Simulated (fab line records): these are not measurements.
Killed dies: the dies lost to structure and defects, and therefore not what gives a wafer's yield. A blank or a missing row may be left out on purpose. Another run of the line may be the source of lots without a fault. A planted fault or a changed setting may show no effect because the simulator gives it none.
Which tool was responsible? ; flow sky130 ; 11 lots, 33 wafers sampled, at 3 steps of a route of 708

== WHAT THE GAUGES READ, wafer by wafer ==
SKY_POLY_GATE_THK_MEAS_21.
lot;measured;on;POLY_GATE_OXIDATION_THK (nm)
L794;day 16 23:59;film_metro-03;3.98 3.91 4.06
L799;day 19 15:10;film_metro-03;5.10 5.04 5.03
L800;day 19 20:40;film_metro-03;5.08 5.11 5.16
L801;day 19 20:38;film_metro-02;5.11 5.03 5.01
L805;day 22 09:20;film_metro-01;4.00 3.98 3.87
L808;day 22 20:11;film_metro-02;3.97 3.98 3.84
L810;day 23 01:18;film_metro-01;4.04 3.94 3.99
L809;day 23 03:52;film_metro-02;4.01 4.09 4.02
L811;day 23 17:13;film_metro-02;4.10 4.05 4.06
L812;day 23 15:09;film_metro-02;4.00 3.83 3.97
L816;day 24 07:41;film_metro-02;4.00 4.02 3.94

== EACH LOT AND THE TOOL THAT RAN IT (in order: tool; ch and the chambers of the sampled wafers; start) ==
lot;SKY_SONOS_ONO_STRIP_17;SKY_POLY_GATE_OXIDATION_20
L794;plasma_asher-01 ch 0,1, day 12 20:22;furnace-01 ch 0, day 16 22:44
L799;plasma_asher-02 ch 0,1, day 15 13:30;furnace-01 ch 0, day 19 13:55
L800;plasma_asher-01 ch 0,1, day 15 13:50;furnace-01 ch 0, day 19 19:23
L801;plasma_asher-01 ch 0,1, day 15 14:42;furnace-01 ch 0, day 19 19:23
L805;plasma_asher-04 ch 0,1, day 18 01:56;furnace-02 ch 0, day 22 08:04
L808;plasma_asher-04 ch 0,1, day 18 14:04;furnace-01 ch 0, day 22 18:56
L810;plasma_asher-04 ch 0,1, day 18 19:57;furnace-01 ch 0, day 22 23:58
L809;plasma_asher-01 ch 0,1, day 18 20:13;furnace-01 ch 0, day 23 02:37
L811;plasma_asher-01 ch 0,1, day 19 11:10;furnace-01 ch 0, day 23 15:58
L812;plasma_asher-02 ch 0,1, day 19 10:54;furnace-02 ch 0, day 23 13:43
L816;plasma_asher-02 ch 0,1, day 20 03:14;furnace-01 ch 0, day 24 06:25
- SKY_SONOS_ONO_STRIP_17: strips in O2/N2.
- SKY_POLY_GATE_OXIDATION_20: stabilise 600 s, purge 300 s, target thk 4 nm.

== THE ANSWER, worked out from the rows above alone ==
Rule: what is usual is taken from the lots themselves. Put in order of their means at a reading, lots are off if they are a third of the lots or fewer, leave a main group of 4 or more, and stand apart from it by a gap of 3 or more times the standard deviation of the main group's means; of several such gaps the widest counts. A main group whose means are all the same, to the digits that the tables above print for the reading, isn't used. A lot without any number at a reading at which 4 lots or more have one is off too. The other lots that the step has rows for count as sound.
Off: L799, L800, L801, seen at SKY_POLY_GATE_THK_MEAS_21 (POLY_GATE_OXIDATION_THK). For the main group the mean is 3.99 nm and the standard deviation 0.046.
If a tool, at a process step before that reading, ran all the lots that are off and no sound lot after the first of them, it fits. The gauges at SKY_POLY_GATE_THK_MEAS_21 are tried like those tools. No candidate that was tried fits.

== WHAT THE SIMULATOR HAD INSERTED ==
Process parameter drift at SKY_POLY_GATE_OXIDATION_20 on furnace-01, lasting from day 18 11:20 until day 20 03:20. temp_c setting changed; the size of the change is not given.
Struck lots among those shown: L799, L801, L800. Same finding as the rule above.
